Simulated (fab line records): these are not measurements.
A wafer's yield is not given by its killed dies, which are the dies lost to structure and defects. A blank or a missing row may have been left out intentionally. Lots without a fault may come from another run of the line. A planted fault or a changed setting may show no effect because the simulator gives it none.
2 desks looking at one fault :: flow gf180mcu :: every desk sees just its own numbers, and what lay behind them comes last

## THE TOOL OWNER'S DESK: litho-track-02
The tool's own readings at GF_MVPSD_HMDS_01 (prime time 60 s): means of the sampled wafers that have a number, for each lot that ran on this tool. Marked OUT: a lot whose mean sits more than 4 standard deviations from the usual mean, which makes it out of limits; the brackets give that distance.
Columns: A = chill-plate-temp-C at GF_MVPSD_HMDS_01, usual 23.03 C; B = prime-temp-c at GF_MVPSD_HMDS_01, usual 120.02 C
lot: L750
first seen here: day 5 04:58
A: 22.97
B: 119.93

lot: L756
first seen here: day 6 15:28
A: 22.94
B: 114.21 (-41) OUT

lot: L760
first seen here: day 7 16:01
A: 22.95
B: 114.40 (-40) OUT
This desk's verdict: out of limits on L756, L760, starting with L756 at day 6 15:28 (prime-temp-c at GF_MVPSD_HMDS_01). L750: within limits.

## AT THE METROLOGY DESK
What the gauges read, lot by lot, whatever tool the lot ran on: means of the sampled wafers that have a number. Marked OUT: a lot whose mean sits more than 4 standard deviations from the usual mean, which makes it out of limits; the brackets give that distance.
Columns: A = VT_IMPLANT_OVL at GF_VT_IMPLANT_OVL_MEAS_07, usual 0.7 nm
lot: L748
first seen here: day 5 12:25
A: 0.3

lot: L749
first seen here: day 5 21:43
A: 0.6

lot: L750
first seen here: day 6 02:55
A: 2.2

lot: L751
first seen here: day 6 09:01
A: -0.6

lot: L754
first seen here: day 7 02:55
A: 1.4

lot: L756
first seen here: day 7 15:13
A: 1.5

lot: L760
first seen here: day 8 18:19
A: -1.9

lot: L761
first seen here: day 8 23:49
A: 1.1

lot: L762
first seen here: day 9 04:01
A: 1.4

lot: L765
first seen here: day 9 23:19
A: -1.4

lot: L767
first seen here: day 10 13:10
A: 1.4

lot: L770
first seen here: day 11 07:04
A: -0.7

lot: L771
first seen here: day 11 14:01
A: 0.7
This desk's verdict: no lot among the 13 shows anything out of limits.

## BROUGHT TOGETHER
On L756, L760, at day 6 15:28, an alarm was possible from the tool owner's desk.
Nothing out of limits was seen by the metrology desk.
The metrology desk holds a record of L756, L760, inside its limits.
GF_MVPSD_HMDS_01 was run on litho-track-02 by each of the lots named.

## WHAT HAD BEEN PUT IN BY THE SIMULATOR
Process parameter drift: litho-track-02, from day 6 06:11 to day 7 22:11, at GF_MVPSD_HMDS_01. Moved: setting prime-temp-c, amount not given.
Lots struck among those shown: L756, L760.
How many hours passed from the start of the fault until each desk's first out-of-limits reading: the tool owner's desk, 9.
